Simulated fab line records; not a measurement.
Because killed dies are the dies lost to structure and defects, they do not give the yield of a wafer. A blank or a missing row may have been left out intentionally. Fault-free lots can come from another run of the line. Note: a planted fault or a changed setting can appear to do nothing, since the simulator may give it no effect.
Which tool is to blame? :: flow sky130 :: 12 lots with 36 wafers sampled at 6 steps, on a route of 708 steps

== WHAT EACH GAUGE READ, for each wafer ==
SKY_LDD_P_OVL_MEAS_08. Usual: LDD_P_OVL typically reads -0.1 nm, with standard deviation 1.2.
lot: L919
measured: day 19 13:59
on: overlay-02
LDD_P_OVL (nm): -0.5 2.8 -0.1
flag: 

lot: L920
measured: day 19 11:58
on: overlay-01
LDD_P_OVL (nm): -0.3 -0.9 -1.2
flag: 

lot: L923
measured: day 20 11:06
on: overlay-02
LDD_P_OVL (nm): 0.7 -0.4 -1.2
flag: 

lot: L926
measured: day 22 10:11
on: overlay-02
LDD_P_OVL (nm): -0.8 -0.8 -1.3
flag: 

lot: L925
measured: day 22 11:11
on: overlay-02
LDD_P_OVL (nm): -1.0 -2.2 -1.6
flag: 

lot: L928
measured: day 23 22:34
on: overlay-02
LDD_P_OVL (nm): -0.9 0.0 0.2
flag: 

lot: L931
measured: day 24 15:32
on: overlay-02
LDD_P_OVL (nm): 2.3 -0.7 0.8
flag: 

lot: L933
measured: day 25 08:58
on: overlay-02
LDD_P_OVL (nm): 0.3 0.7 0.9
flag: 

lot: L937
measured: day 26 03:52
on: overlay-02
LDD_P_OVL (nm): -0.2 -0.5 -0.3
flag: 

lot: L938
measured: day 26 14:39
on: overlay-02
LDD_P_OVL (nm): 1.2 0.0 1.4
flag: 

lot: L941
measured: day 26 18:43
on: overlay-02
LDD_P_OVL (nm): -0.8 0.7 -1.7
flag: 

lot: L940
measured: day 27 00:58
on: overlay-01
LDD_P_OVL (nm): -1.2 -1.1 -0.8
flag: 

SKY_LDD_LDN_OVL_MEAS_07. Usual: LDD_LDN_OVL typically reads 1.0 nm, with standard deviation 1.4.
lot: L919
measured: day 23 09:59
on: overlay-02
LDD_LDN_OVL (nm): 1.0 -1.0 0.9
flag: 

lot: L920
measured: day 23 07:49
on: overlay-02
LDD_LDN_OVL (nm): -0.6 1.2 1.0
flag: 

lot: L923
measured: day 24 06:26
on: overlay-02
LDD_LDN_OVL (nm): -2.0 -2.2 -1.3
flag: 

lot: L926
measured: day 26 03:26
on: overlay-02
LDD_LDN_OVL (nm): 1.0 1.3 0.3
flag: 

lot: L925
measured: day 26 04:58
on: overlay-01
LDD_LDN_OVL (nm): 2.5 0.8 1.2
flag: 

lot: L928
measured: day 27 14:17
on: overlay-02
LDD_LDN_OVL (nm): - - -
flag: OFF

lot: L931
measured: day 28 08:19
on: overlay-02
LDD_LDN_OVL (nm): 1.1 -0.8 2.0
flag: 

lot: L933
measured: day 29 00:23
on: overlay-01
LDD_LDN_OVL (nm): 0.7 1.6 2.7
flag: 

lot: L937
measured: day 29 16:40
on: overlay-01
LDD_LDN_OVL (nm): -0.5 0.0 0.0
flag: 

lot: L938
measured: day 30 04:31
on: overlay-01
LDD_LDN_OVL (nm): 2.8 0.3 2.2
flag: 

lot: L941
measured: day 30 09:36
on: overlay-01
LDD_LDN_OVL (nm): -1.0 -1.7 0.8
flag: 

lot: L940
measured: day 30 12:49
on: overlay-01
LDD_LDN_OVL (nm): 2.5 1.9 2.9
flag: 

SKY_LDD_LDN_TW_MEAS_13. Usual: LDD_LDN_TW typically reads 1469, with standard deviation 10.
lot: L919
measured: day 23 10:43
on: film-metro-01
LDD_LDN_TW: 1482 1474 1482
flag: 

lot: L920
measured: day 23 08:33
on: film-metro-01
LDD_LDN_TW: 1482 1474 1479
flag: 

lot: L923
measured: day 24 07:10
on: film-metro-04
LDD_LDN_TW: 1474 1478 1473
flag: 

lot: L926
measured: day 26 04:10
on: film-metro-03
LDD_LDN_TW: 1461 1461 1463
flag: 

lot: L925
measured: day 26 05:42
on: film-metro-04
LDD_LDN_TW: 1481 1471 1471
flag: 

lot: L928
measured: day 27 15:02
on: film-metro-04
LDD_LDN_TW: 30 30 30 29 30 30
flag: OFF

lot: L931
measured: day 28 09:02
on: film-metro-03
LDD_LDN_TW: 1467 1466 1469
flag: 

lot: L933
measured: day 29 01:08
on: film-metro-01
LDD_LDN_TW: 1482 1481 1483
flag: 

lot: L937
measured: day 29 17:24
on: film-metro-04
LDD_LDN_TW: 1460 1452 1453
flag: 

lot: L938
measured: day 30 05:16
on: film-metro-04
LDD_LDN_TW: 1457 1459 1457
flag: 

lot: L941
measured: day 30 10:21
on: film-metro-03
LDD_LDN_TW: 1466 1473 1469
flag: 

lot: L940
measured: day 30 13:33
on: film-metro-01
LDD_LDN_TW: 1472 1486 1492
flag: 

SKY_POLY_CUT_CD_MEAS_08: target cd 270 nm. Usual: 269.9 nm for cd-nm, sd 1.3.
lot: L919
measured: day 24 19:44
on: cd-sem-02
cd-nm (nm): 271.8 271.7 271.1
flag: 

lot: L920
measured: day 24 15:17
on: cd-sem-02
cd-nm (nm): 272.7 271.1 272.6
flag: 

lot: L923
measured: day 25 14:20
on: cd-sem-02
cd-nm (nm): 268.7 267.6 269.2
flag: 

lot: L926
measured: day 27 12:07
on: cd-sem-02
cd-nm (nm): 271.1 269.3 270.2
flag: 

lot: L925
measured: day 27 12:31
on: cd-sem-02
cd-nm (nm): 268.5 267.5 268.3
flag: 

lot: L931
measured: day 29 14:44
on: cd-sem-01
cd-nm (nm): 271.1 271.6 271.8
flag: 

lot: L933
measured: day 30 06:34
on: cd-sem-01
cd-nm (nm): 268.4 269.4 269.7
flag: 

lot: L937
measured: day 30 22:54
on: cd-sem-02
cd-nm (nm): 269.9 268.4 268.7
flag: 

lot: L938
measured: day 31 10:55
on: cd-sem-01
cd-nm (nm): 268.3 269.5 267.6
flag: 

lot: L941
measured: day 31 15:53
on: cd-sem-01
cd-nm (nm): 270.4 269.7 269.9
flag: 

lot: L940
measured: day 31 18:59
on: cd-sem-02
cd-nm (nm): 272.4 270.5 271.5
flag: 

== WHAT TOOL EACH LOT RAN ON (gives the tool, then ch and the chambers of the sampled wafers, and finally the start) ==
lot: L919
SKY_POLY_GATE_STRIP_18: plasma-asher-01 ch 0,1, day 16 20:43
SKY_LDD_LDN_EXPOSE_04: iline-stepper-02 ch 0, day 22 18:41

lot: L920
SKY_POLY_GATE_STRIP_18: plasma-asher-03 ch 0,1, day 16 21:04
SKY_LDD_LDN_EXPOSE_04: iline-stepper-01 ch 0, day 22 16:46

lot: L923
SKY_POLY_GATE_STRIP_18: plasma-asher-01 ch 0,1, day 17 20:54
SKY_LDD_LDN_EXPOSE_04: iline-stepper-02 ch 0, day 23 15:55

lot: L926
SKY_POLY_GATE_STRIP_18: plasma-asher-02 ch 0,1, day 19 16:52
SKY_LDD_LDN_EXPOSE_04: iline-stepper-02 ch 0, day 25 12:14

lot: L925
SKY_POLY_GATE_STRIP_18: plasma-asher-03 ch 0,1, day 19 17:31
SKY_LDD_LDN_EXPOSE_04: iline-stepper-01 ch 0, day 25 14:10

lot: L928
SKY_POLY_GATE_STRIP_18: plasma-asher-03 ch 0,1, day 21 07:18
SKY_LDD_LDN_EXPOSE_04: iline-stepper-02 ch 0, day 27 00:40

lot: L931
SKY_POLY_GATE_STRIP_18: plasma-asher-03 ch 1, day 22 01:19
SKY_LDD_LDN_EXPOSE_04: iline-stepper-01 ch 0, day 27 17:56

lot: L933
SKY_POLY_GATE_STRIP_18: plasma-asher-03 ch 0,1, day 22 18:22
SKY_LDD_LDN_EXPOSE_04: iline-stepper-02 ch 0, day 28 10:31

lot: L937
SKY_POLY_GATE_STRIP_18: plasma-asher-02 ch 0,1, day 23 13:34
SKY_LDD_LDN_EXPOSE_04: iline-stepper-01 ch 0, day 29 02:48

lot: L938
SKY_POLY_GATE_STRIP_18: plasma-asher-02 ch 0,1, day 23 23:46
SKY_LDD_LDN_EXPOSE_04: iline-stepper-02 ch 0, day 29 14:39

lot: L941
SKY_POLY_GATE_STRIP_18: plasma-asher-02 ch 0,1, day 24 06:17
SKY_LDD_LDN_EXPOSE_04: iline-stepper-02 ch 0, day 29 19:24

lot: L940
SKY_POLY_GATE_STRIP_18: plasma-asher-03 ch 0,1, day 24 10:54
SKY_LDD_LDN_EXPOSE_04: iline-stepper-02 ch 0, day 29 23:10
- SKY_POLY_GATE_STRIP_18: strips in O2/N2.
- SKY_LDD_LDN_EXPOSE_04: exposes mask LDNTM, target cd 700 nm.

== AS READ BY THE TOOLS THEMSELVES (means over the sampled wafers that have a number; for cases with no such wafer, the mark the record gives instead) ==
SKY_POLY_GATE_STRIP_18. Usual: drypump-motor-current-A 5.5 A, standard deviation 0.48; o2-flow-sccm 3002 sccm, standard deviation 8.7; oes-product-au 0.361 a.u., standard deviation 0.0043; strip-time-to-endpoint-s 3.161 s, standard deviation 0.028.
lot: L919
tool: plasma-asher-01
drypump-motor-current-A (A): 5.2
o2-flow-sccm (sccm): 3004
oes-product-au (a.u.): 0.362
strip-time-to-endpoint-s (s): 3.177
flag: 

lot: L920
tool: plasma-asher-03
drypump-motor-current-A (A): 5.6
o2-flow-sccm (sccm): 2992
oes-product-au (a.u.): 0.360
strip-time-to-endpoint-s (s): 3.173
flag: 

lot: L923
tool: plasma-asher-01
drypump-motor-current-A (A): 5.4
o2-flow-sccm (sccm): 3009
oes-product-au (a.u.): 0.359
strip-time-to-endpoint-s (s): 3.149
flag: 

lot: L926
tool: plasma-asher-02
drypump-motor-current-A (A): 5.8
o2-flow-sccm (sccm): 2992
oes-product-au (a.u.): 0.362
strip-time-to-endpoint-s (s): 3.207
flag: 

lot: L925
tool: plasma-asher-03
drypump-motor-current-A (A): 5.5
o2-flow-sccm (sccm): 2990
oes-product-au (a.u.): 0.362
strip-time-to-endpoint-s (s): 3.184
flag: 

lot: L928
tool: plasma-asher-03
drypump-motor-current-A (A): 5.9
o2-flow-sccm (sccm): 2992
oes-product-au (a.u.): 0.365
strip-time-to-endpoint-s (s): 3.186
flag: 

lot: L931
tool: plasma-asher-03
drypump-motor-current-A (A): 6.2
o2-flow-sccm (sccm): 2999
oes-product-au (a.u.): 0.363
strip-time-to-endpoint-s (s): 3.188
flag: 

lot: L933
tool: plasma-asher-03
drypump-motor-current-A (A): 5.5
o2-flow-sccm (sccm): 3000
oes-product-au (a.u.): 0.364
strip-time-to-endpoint-s (s): 3.168
flag: 

lot: L937
tool: plasma-asher-02
drypump-motor-current-A (A): 5.5
o2-flow-sccm (sccm): 3004
oes-product-au (a.u.): 0.360
strip-time-to-endpoint-s (s): 3.163
flag: 

lot: L938
tool: plasma-asher-02
drypump-motor-current-A (A): 5.8
o2-flow-sccm (sccm): 2995
oes-product-au (a.u.): 0.362
strip-time-to-endpoint-s (s): 3.158
flag: 

lot: L941
tool: plasma-asher-02
drypump-motor-current-A (A): 5.8
o2-flow-sccm (sccm): 3002
oes-product-au (a.u.): 0.361
strip-time-to-endpoint-s (s): 3.137
flag: 

lot: L940
tool: plasma-asher-03
drypump-motor-current-A (A): 5.6
o2-flow-sccm (sccm): 3010
oes-product-au (a.u.): 0.360
strip-time-to-endpoint-s (s): 3.142
flag: 

== THE ANSWER, worked out from the rows above alone ==
Rule: lot off if the mean of its wafers having a number is beyond 3 standard deviations from the usual mean. Also off: a lot with no number at a reading for which 4 or more lots have one. All remaining lots with rows at the step are treated as sound. First the gauges in route order, then the tools' own readings, where a lot's mean is used as printed above. The first step at which some lot is off is used, and at that step the reading that is off furthest; a lot without a number counts as furthest.
Off: L928, at SKY_LDD_LDN_OVL_MEAS_07 (LDD_LDN_OVL). Without a number there: L928.
A tool fits if, at a process step before that reading, it ran every lot that is off, and no sound lot after the first of them. The gauges at SKY_LDD_LDN_OVL_MEAS_07 aren't tried: what is off there is off at SKY_LDD_LDN_TW_MEAS_13 too, on other tools, and a gauge's error can't cause that. Of those tried, none fits.

== WHAT THE SIMULATOR HAD PUT IN ==
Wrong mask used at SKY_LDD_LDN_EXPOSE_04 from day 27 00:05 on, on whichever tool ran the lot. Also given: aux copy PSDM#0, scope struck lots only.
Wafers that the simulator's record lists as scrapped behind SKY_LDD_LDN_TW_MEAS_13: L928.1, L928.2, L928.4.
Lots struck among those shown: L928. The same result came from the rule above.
